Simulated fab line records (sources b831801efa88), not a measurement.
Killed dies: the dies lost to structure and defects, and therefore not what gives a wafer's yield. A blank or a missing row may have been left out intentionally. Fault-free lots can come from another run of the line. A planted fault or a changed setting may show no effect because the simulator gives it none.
fab line records	flow sky130	part 1 of 2: steps 1 to 42 of 43
record: lots: 7	wafers: 21	last-day: 50
route steps=708 shown SONOS_ONO@175 GATE_OXIDE@187 POLY_GATE@204 RES_PROTECT@206 PAD_OPEN@708
lots with no fault: from the same line, run without faults
start-h: hours from the record's first day to the start of the lot's first wafer shown	wait-h: hours from the lot's prior step to this one	" same as the row above	L1.1+2: one row covering several wafers at once	- value missing, or start not given	* or withheld: withheld	< > ~ a bound
route shown NAME@n: names a module that has steps shown in the file, with the first one's number in the route	usual: mean/standard deviation taken from wafers without a fault	same: alike in all rows	chamber/n: place in a boat	sites: the reading at each site	_std_site: their standard deviation	_edge_site: inner sites' mean taken away from outer sites' mean	radius-mm: how far each site lies from the wafer's centre	mask NAME#n: copy n	behind: the last tool/chamber to shape the wafer	hold: why the lot was held/for how many hours/how that ended	device: whichever transistor did not switch (one of n, p or np)	end of line: the same wafers' tests at the end of the route	a step given without rows: its recipe and nothing more	killed: count of dies lost to structure and defects at first sort (not the wafer's yield)	map: a wafer's dies, x killed, . not, _ none there
set.NAME: the setting as run; set.NAME@STEP: as run at that earlier step	model.NAME: the simulator's own value behind a step, which no gauge read
certain route steps with their lots: each step a table, each wafer a row
services: when a tool's chamber went out of use (start-h, in hours from the record's first day, below 0 if earlier), for how many hours, and the reason
== steps ==
step: SKY_SONOS_ONO_HMDS_07
recipe: prime-time-s: 60	prime-temp-c: 120
step: SKY_SONOS_ONO_COAT_08
recipe: resist: NOVOLAK	spin-rpm: 3000	resist-thk-nm: 1140
step: SKY_SONOS_ONO_SOFTBAKE_09
recipe: temp-c: 90	time-s: 60	resist: NOVOLAK
step: SKY_SONOS_ONO_EXPOSE_10
recipe: mask-id: ONOM	target-cd-nm: 410	na: 0.6	source-shape: conventional	sigma-outer: 0.6	dose-mj: 150
step: SKY_SONOS_ONO_PEB_11
recipe: temp-c: withheld	time-s: *	resist: NOVOLAK
step: SKY_SONOS_ONO_DEVELOP_12
recipe: develop-time-s: 60	dev-temp-c: 23
step: SKY_SONOS_ONO_CD_MEAS_13
recipe: target-cd-nm: 410
usual: cd-nm: 410.2/2.2
lot.wafer	tool	chamber	start-h	wait-h	cd-nm
L479.1	cd-sem-01	-	276.58	0.1	415.3
L479.2	"	-	"	"	412.8
L479.5	"	-	"	"	412.8
L486.4	cd-sem-02	-	333.99	0.1	410.4
L486.5	"	-	"	"	411.7
L486.6	"	-	"	"	412.6
L487.3	cd-sem-02	-	344.62	0.1	407.8
L487.5	"	-	"	"	408.5
L487.6	"	-	"	"	408.1
L494.3	cd-sem-02	-	400.08	0.1	409.5
L494.5	"	-	"	"	410.4
L494.6	"	-	"	"	411.5
L495.1	cd-sem-01	-	404.64	0.1	408.0
L495.2	"	-	"	"	408.9
L495.4	"	-	"	"	409.7
L499.3	cd-sem-02	-	444.55	0.1	412.3
L499.4	"	-	"	"	412.1
L499.6	"	-	"	"	411.0
L501.1	cd-sem-02	-	463.61	0.1	412.0
L501.3	"	-	"	"	409.1
L501.6	"	-	"	"	411.5
step: SKY_SONOS_ONO_OVL_MEAS_14
usual: SONOS_ONO_OVL: -0.2/1.4
lot.wafer	tool	chamber	start-h	wait-h	SONOS_ONO_OVL[nm]
L479.1	overlay-02	-	276.70	0.1	-0.4
L479.2	"	-	"	"	-3.3
L479.5	"	-	"	"	-1.5
L486.4	overlay-02	-	334.06	0.1	-0.2
L486.5	"	-	"	"	1.6
L486.6	"	-	"	"	1.7
L487.3	overlay-01	-	344.71	0.1	0.6
L487.5	"	-	"	"	-0.9
L487.6	"	-	"	"	0.9
L494.3	overlay-01	-	400.17	0.1	1.1
L494.5	"	-	"	"	1.1
L494.6	"	-	"	"	2.0
L495.1	overlay-01	-	404.76	0.1	-0.7
L495.2	"	-	"	"	0.1
L495.4	"	-	"	"	-1.4
L499.3	overlay-02	-	444.64	0.1	0.3
L499.4	"	-	"	"	0.6
L499.6	"	-	"	"	2.1
L501.1	overlay-02	-	463.73	0.1	-1.8
L501.3	"	-	"	"	-1.8
L501.6	"	-	"	"	-1.7
step: SKY_SONOS_ONO_ETCH_15
recipe: target-depth-nm: 19.52	chemistry: CHF3/O2	source-w: 600	bias-w: 200	pressure-mtorr: 40	chf3-flow-sccm: 50	O2_flow_sccm: 5	time-s: 7.8
usual: drypump-motor-current-A: 5.9/0.36	oes-product-au: 0.995/0.012	throttle-valve-pct: 8.825/0.0093
lot.wafer	tool	chamber	start-h	wait-h	drypump-motor-current-A	oes-product-au	rf-hours-counter-h	throttle-valve-pct
L479.1	rie-diel-03	2	276.73	0.0	6.1	1.005	8	8.817
L479.2	"	3	"	"	6.2	1.001	7	8.837
L479.5	"	2	"	"	6.1	0.994	-	8.825
L486.4	rie-diel-01	0	334.08	0.0	5.6	0.996	2	8.821
L486.5	"	2	"	"	6.3	1.010	-	8.822
L486.6	"	1	"	"	5.4	1.011	-	8.832
L487.3	rie-diel-03	3	344.73	0.0	6.2	1.002	9	8.830
L487.5	"	3	"	"	6.2	0.991	-	8.817
L487.6	"	1	"	"	5.7	0.974	-	8.803
L494.3	rie-diel-01	1	400.20	0.0	5.4	1.008	4	8.836
L494.5	"	1	"	"	5.4	0.994	-	8.815
L494.6	"	2	"	"	6.3	1.005	-	8.832
L495.1	rie-diel-04	2	404.80	0.0	5.8	0.997	7	8.827
L495.2	"	3	"	"	5.4	1.001	3	8.820
L495.4	"	0	"	"	5.7	1.019	102	8.829
L499.3	rie-diel-01	0	444.66	0.0	5.6	0.994	4	8.818
L499.4	"	1	"	"	5.4	0.992	5	8.834
L499.6	"	3	"	"	6.5	0.998	-	8.838
L501.1	rie-diel-03	2	463.76	0.0	6.1	0.982	13	8.816
L501.3	"	1	"	"	5.7	0.975	0	8.811
L501.6	"	1	"	"	5.7	0.975	-	8.838
step: SKY_SONOS_ONO_WET_ETCH_16
recipe: chemistry: dHF	target-depth-nm: 14	dry: n2-spin	target: SiO2	dilution: 100:1	temp-c: 25	time-s: 280
step: SKY_SONOS_ONO_STRIP_17
recipe: chemistry: O2/N2	power-w: 1400	pressure-mtorr: 1500	platen-temp-c: withheld	o2-flow-sccm: 3000	n2-flow-sccm: 300	overash-fraction: 0.5
usual: drypump-motor-current-A: 5.4/0.47	oes-product-au: 0.710/0.0045	strip-time-to-endpoint-s: 14.09/0.04
lot.wafer	tool	chamber	start-h	wait-h	drypump-motor-current-A	oes-product-au	rf-hours-counter-h	strip-time-to-endpoint-s
L479.1	plasma-asher-02	1	276.84	0.0	6.1	0.704	60	14.10
L479.2	"	0	"	"	5.0	0.705	60	14.07
L479.5	"	1	"	"	6.1	0.712	-	14.09
L486.4	plasma-asher-03	1	334.23	0.0	5.4	0.715	-	14.12
L486.5	"	1	"	"	5.4	0.704	-	14.11
L486.6	"	0	"	"	5.5	0.708	-	14.11
L487.3	plasma-asher-03	0	344.87	0.0	5.5	0.707	-	14.15
L487.5	"	1	"	"	5.3	0.705	-	14.15
L487.6	"	0	"	"	5.5	0.701	-	14.18
L494.3	plasma-asher-02	0	400.34	0.0	5.0	0.721	-	14.08
L494.5	"	1	"	"	6.1	0.711	-	14.12
L494.6	"	0	"	"	5.0	0.712	-	14.09
L495.1	plasma-asher-02	0	404.90	0.0	5.0	0.710	74	14.17
L495.2	"	1	"	"	6.1	0.703	74	14.14
L495.4	"	0	"	"	5.0	0.715	-	14.13
L499.3	plasma-asher-03	0	444.81	0.0	5.5	0.712	-	14.04
L499.4	"	1	"	"	5.4	0.711	-	14.04
L499.6	"	0	"	"	5.5	0.706	-	14.00
L501.1	plasma-asher-02	1	463.96	0.0	6.1	0.703	3	14.10
L501.3	"	0	"	"	5.0	0.706	-	14.06
L501.6	"	1	"	"	6.1	0.711	-	14.07
step: SKY_SONOS_ONO_WET_ETCH_18
recipe: chemistry: H3PO4	target-depth-nm: 15	target: Si3N4	temp-c: 160	time-s: 172
step: SKY_GATE_OXIDE_CLEAN_00
recipe: chemistry: SC1/SC2	mix: 1:4:20	temp-c: 70	time-s: 150	dry: n2-spin
lot.wafer	tool	chamber	start-h	wait-h
L479.1+2+5	wet-bench-01	3	276.99	0.0
L486.4+5+6	wet-bench-03	0	334.35	0.0
L487.3+5+6	wet-bench-04	3	344.99	0.0
L494.3+5+6	wet-bench-03	1	400.46	0.0
L495.1+2+4	wet-bench-03	3	405.06	0.0
L499.3+4+6	wet-bench-03	2	444.93	0.0
L501.1+3+6	wet-bench-01	3	464.17	0.0
step: SKY_GATE_OXIDE_OXIDATION_01
recipe: temp-c: 900	ambient: O2	stabilise-s: 600	purge-s: 300	target-thk-a: 102.68	ox-time-s: 1473
step: SKY_GATE_OXIDE_THK_MEAS_02
recipe: reads: SiO2_of_GATE_OXIDE_OXIDATION_01
usual: GATE_OXIDE_OXIDATION_00_THK: 10.27/0.25
lot.wafer	tool	chamber	start-h	wait-h	GATE_OXIDE_OXIDATION_00_THK[nm]
L479.1	film-metro-03	-	282.12	0.0	10.14
L479.2	"	-	"	"	10.14
L479.5	"	-	"	"	10.15
L486.4	film-metro-04	-	336.48	0.0	10.11
L486.5	"	-	"	"	9.72
L486.6	"	-	"	"	9.77
L487.3	film-metro-02	-	349.92	0.0	10.59
L487.5	"	-	"	"	10.53
L487.6	"	-	"	"	10.43
L494.3	film-metro-04	-	401.94	0.0	10.15
L494.5	"	-	"	"	10.13
L494.6	"	-	"	"	10.10
L495.1	film-metro-04	-	407.39	0.0	9.93
L495.2	"	-	"	"	10.12
L495.4	"	-	"	"	9.98
L499.3	film-metro-04	-	446.78	0.0	10.09
L499.4	"	-	"	"	10.15
L499.6	"	-	"	"	10.25
L501.1	film-metro-02	-	466.38	0.0	10.47
L501.3	"	-	"	"	10.45
L501.6	"	-	"	"	10.37
step: SKY_GATE_OXIDE_DEHYDRATE_03
recipe: temp-c: 200	time-s: 60
step: SKY_GATE_OXIDE_HMDS_04
recipe: prime-time-s: 60	prime-temp-c: 120
step: SKY_GATE_OXIDE_COAT_05
recipe: resist: NOVOLAK	spin-rpm: 3000	resist-thk-nm: 1140
step: SKY_GATE_OXIDE_SOFTBAKE_06
recipe: temp-c: 90	time-s: 60	resist: NOVOLAK
step: SKY_GATE_OXIDE_EXPOSE_07
recipe: mask-id: LVOM	na: 0.6	source-shape: conventional	sigma-outer: 0.6	polarization: unpolarized	target-cd-nm: 600	dose-mj: 170
step: SKY_GATE_OXIDE_PEB_08
recipe: temp-c: withheld	time-s: *	resist: NOVOLAK
step: SKY_GATE_OXIDE_DEVELOP_09
recipe: resist: NOVOLAK	developer: TMAH	develop-time-s: 60	dev-temp-c: 23
step: SKY_GATE_OXIDE_OVL_MEAS_10
usual: GATE_OXIDE_OVL: 0.7/1.2
lot.wafer	tool	chamber	start-h	wait-h	GATE_OXIDE_OVL[nm]
L479.1	overlay-01	-	306.74	0.1	-1.4
L479.2	"	-	"	"	-0.9
L479.5	"	-	"	"	-0.5
L486.4	overlay-02	-	362.18	0.1	-0.5
L486.5	"	-	"	"	0.7
L486.6	"	-	"	"	2.4
L487.3	overlay-01	-	376.80	0.1	1.4
L487.5	"	-	"	"	-1.1
L487.6	"	-	"	"	0.0
L494.3	overlay-02	-	430.92	0.1	-0.7
L494.5	"	-	"	"	-0.3
L494.6	"	-	"	"	0.1
L495.1	overlay-01	-	436.31	0.1	0.9
L495.2	"	-	"	"	0.3
L495.4	"	-	"	"	-1.0
L499.3	overlay-01	-	477.80	0.1	0.0
L499.4	"	-	"	"	0.3
L499.6	"	-	"	"	1.6
L501.1	overlay-02	-	496.66	0.1	0.7
L501.3	"	-	"	"	-0.9
L501.6	"	-	"	"	-0.9
step: SKY_GATE_OXIDE_IMPLANT_11
recipe: species: B	energy-kev: 10	dose-cm2: 2.6e+12	tilt-deg: withheld
step: SKY_GATE_OXIDE_WET_ETCH_12
recipe: chemistry: dHF	target-depth-nm: 16.8	dry: n2-spin	target: SiO2	dilution: 100:1	temp-c: 25	time-s: 344.7
step: SKY_GATE_OXIDE_STRIP_13
recipe: chemistry: O2/N2	power-w: 1400	pressure-mtorr: 1500	platen-temp-c: withheld	o2-flow-sccm: 3000	n2-flow-sccm: 300	overash-fraction: 0.5
usual: drypump-motor-current-A: 5.6/0.59	oes-product-au: 0.716/0.0049	strip-time-to-endpoint-s: 14.18/0.039
lot.wafer	tool	chamber	start-h	wait-h	drypump-motor-current-A	oes-product-au	rf-hours-counter-h	strip-time-to-endpoint-s
L479.1	plasma-asher-04	0	307.02	0.0	6.6	0.715	16	14.15
L479.2	"	1	"	"	5.8	0.713	16	14.19
L479.5	"	0	"	"	6.6	0.714	-	14.18
L486.4	plasma-asher-03	1	362.48	0.0	5.3	0.709	-	14.19
L486.5	"	0	"	"	5.5	0.717	-	14.19
L486.6	"	1	"	"	5.4	0.724	-	14.16
L487.3	plasma-asher-03	0	377.11	0.0	5.5	0.722	-	14.19
L487.5	"	1	"	"	5.4	0.713	-	14.23
L487.6	"	0	"	"	5.5	0.717	-	14.21
L494.3	plasma-asher-01	1	431.23	0.0	4.9	0.711	-	14.23
L494.5	"	0	"	"	5.2	0.713	-	14.17
L494.6	"	1	"	"	4.9	0.717	-	14.15
L495.1	plasma-asher-04	1	436.60	0.0	5.8	0.713	29	14.19
L495.2	"	0	"	"	6.6	0.719	29	14.23
L495.4	"	1	"	"	5.8	0.718	-	14.16
L499.3	plasma-asher-03	0	478.11	0.0	5.5	0.718	-	14.12
L499.4	"	1	"	"	5.4	0.713	-	14.14
L499.6	"	1	"	"	5.4	0.712	-	14.18
L501.1	plasma-asher-03	0	497.05	0.0	5.5	0.726	81	14.22
L501.3	"	1	"	"	5.4	0.717	-	14.22
L501.6	"	1	"	"	5.3	0.716	-	14.17
step: SKY_GATE_OXIDE_TW_MEAS_14
usual: GATE_OXIDE_TW: 222.3/1.8
lot.wafer	tool	chamber	start-h	wait-h	GATE_OXIDE_TW
L479.1	film-metro-02	-	307.12	0.1	221.4
L479.2	"	-	"	"	220.8
L479.5	"	-	"	"	220.4
L486.4	film-metro-03	-	362.58	0.1	222.7
L486.5	"	-	"	"	222.8
L486.6	"	-	"	"	222.2
L487.3	film-metro-03	-	377.19	0.1	223.7
L487.5	"	-	"	"	222.8
L487.6	"	-	"	"	222.0
L494.3	film-metro-03	-	431.32	0.1	223.2
L494.5	"	-	"	"	224.0
L494.6	"	-	"	"	223.4
L495.1	film-metro-03	-	436.70	0.1	222.2
L495.2	"	-	"	"	223.6
L495.4	"	-	"	"	222.2
L499.3	film-metro-03	-	478.19	0.1	223.2
L499.4	"	-	"	"	221.8
L499.6	"	-	"	"	221.0
L501.1	film-metro-02	-	497.15	0.1	220.8
L501.3	"	-	"	"	220.2
L501.6	"	-	"	"	219.8
step: SKY_GATE_OXIDE_CLEAN_15
recipe: chemistry: SC1/SC2	mix: 1:4:20	temp-c: 70	time-s: 150	dry: n2-spin
step: SKY_GATE_OXIDE_OXIDATION_16
recipe: temp-c: 800	ambient: O2	idle-temp-c: 700	ramp-up-c-per-min: 10	ramp-down-c-per-min: 3	stabilise-s: 600	purge-s: 300	target-thk-a: 35.7	ox-time-s: 1915
step: SKY_POLY_GATE_CVD_00
recipe: material: poly-Si	target-thk-nm: 180	temp-c: 620	time-s: 720	pressure-mtorr: 200
step: SKY_POLY_GATE_THK_MEAS_01
recipe: reads: poly-Si_of_POLY_GATE_CVD_00
usual: POLY_GATE_CVD_00_THK: 180.2/1.5
lot.wafer	tool	chamber	start-h	wait-h	POLY_GATE_CVD_00_THK[nm]
L479.1	film-metro-04	-	309.97	0.0	181.1
L479.2	"	-	"	"	180.3
L479.5	"	-	"	"	180.0
L486.4	film-metro-01	-	366.55	0.0	177.1
L486.5	"	-	"	"	177.8
L486.6	"	-	"	"	177.7
L487.3	film-metro-02	-	380.56	0.0	180.7
L487.5	"	-	"	"	183.5
L487.6	"	-	"	"	181.7
L494.3	film-metro-01	-	435.25	0.1	182.1
L494.5	"	-	"	"	181.5
L494.6	"	-	"	"	181.5
L495.1	film-metro-01	-	445.76	0.0	180.3
L495.2	"	-	"	"	178.6
L495.4	"	-	"	"	179.5
L499.3	film-metro-04	-	481.04	0.0	183.8
L499.4	"	-	"	"	181.9
L499.6	"	-	"	"	183.3
L501.1	film-metro-02	-	500.83	0.0	182.2
L501.3	"	-	"	"	183.0
L501.6	"	-	"	"	182.1
step: SKY_RES_PROTECT_DEHYDRATE_00
recipe: temp-c: 200	time-s: 60
step: SKY_RES_PROTECT_HMDS_01
recipe: prime-time-s: 60	prime-temp-c: 120
step: SKY_RES_PROTECT_COAT_02
recipe: resist: NOVOLAK	spin-rpm: 3000	resist-thk-nm: 1140
step: SKY_RES_PROTECT_SOFTBAKE_03
recipe: temp-c: 90	time-s: 60	resist: NOVOLAK
step: SKY_RES_PROTECT_EXPOSE_04
recipe: mask-id: RPM	na: 0.6	source-shape: conventional	sigma-outer: 0.6	polarization: unpolarized	target-cd-nm: 1270	dose-mj: 131
step: SKY_RES_PROTECT_PEB_05
recipe: temp-c: withheld	time-s: *	resist: NOVOLAK
step: SKY_RES_PROTECT_DEVELOP_06
recipe: resist: NOVOLAK	developer: TMAH	develop-time-s: 61.77	dev-temp-c: 23
step: SKY_POLY_GATE_IMPLANT_02
recipe: species: P	energy-kev: 30	dose-cm2: 7.7e+15	tilt-deg: 0
step: SKY_RES_PROTECT_STRIP_07
recipe: chemistry: O2/N2	power-w: 1400	pressure-mtorr: 1500	platen-temp-c: withheld	o2-flow-sccm: 3000	n2-flow-sccm: 300	overash-fraction: 0.5
usual: drypump-motor-current-A: 5.6/0.65	oes-product-au: 0.518/0.0043	strip-time-to-endpoint-s: 23.26/0.04
lot.wafer	tool	chamber	start-h	wait-h	drypump-motor-current-A	oes-product-au	rf-hours-counter-h	strip-time-to-endpoint-s
L479.1	plasma-asher-04	0	336.19	0.1	6.6	0.518	19	23.29
L479.2	"	1	"	"	5.8	0.527	19	23.25
L479.5	"	0	"	"	6.6	0.520	-	23.25
L486.4	plasma-asher-04	1	394.67	0.1	5.8	0.516	-	23.29
L486.5	"	0	"	"	6.6	0.527	-	23.25
L486.6	"	1	"	"	5.8	0.509	-	23.32
L487.3	plasma-asher-01	0	409.07	0.1	5.2	0.520	-	23.31
L487.5	"	1	"	"	4.8	0.520	-	23.28
L487.6	"	0	"	"	5.2	0.524	-	23.29
L494.3	plasma-asher-04	0	466.32	0.1	6.6	0.521	-	23.24
L494.5	"	1	"	"	5.8	0.521	-	23.30
L494.6	"	0	"	"	6.6	0.517	-	23.29
L495.1	plasma-asher-04	0	476.17	0.1	6.6	0.518	33	23.27
L495.2	"	1	"	"	5.8	0.517	33	23.29
L495.4	"	0	"	"	6.7	0.513	-	23.27
L499.3	plasma-asher-02	0	511.02	0.1	5.0	0.511	-	23.25
L499.4	"	1	"	"	6.1	0.514	-	23.33
L499.6	"	1	"	"	6.1	0.524	-	23.27
L501.1	plasma-asher-01	1	530.63	0.1	4.9	0.527	70	23.32
L501.3	"	1	"	"	4.8	0.514	-	23.26
L501.6	"	1	"	"	4.9	0.514	-	23.29
step: SKY_RES_PROTECT_TW_MEAS_08
usual: POLY_GATE_TW: 4028/22
lot.wafer	tool	chamber	start-h	wait-h	POLY_GATE_TW
L479.1	film-metro-04	-	336.29	0.1	4019
L479.2	"	-	"	"	4012
L479.5	"	-	"	"	4008
L486.4	film-metro-04	-	394.77	0.1	4061
L486.5	"	-	"	"	4034
L486.6	"	-	"	"	4021
L487.3	film-metro-01	-	409.16	0.1	4037
L487.5	"	-	"	"	4062
L487.6	"	-	"	"	4024
L494.3	film-metro-01	-	466.40	0.1	4071
L494.5	"	-	"	"	4085
L494.6	"	-	"	"	4090
L495.1	film-metro-04	-	476.27	0.1	4038
L495.2	"	-	"	"	4049
L495.4	"	-	"	"	4026
L499.3	film-metro-04	-	511.11	0.1	3999
L499.4	"	-	"	"	4002
L499.6	"	-	"	"	3981
L501.1	film-metro-03	-	530.73	0.1	4043
L501.3	"	-	"	"	4009
L501.6	"	-	"	"	4002
step: SKY_RES_PROTECT_CLEAN_09
recipe: chemistry: SC1/SC2	mix: 1:4:20	temp-c: 70	time-s: 150	dry: n2-spin
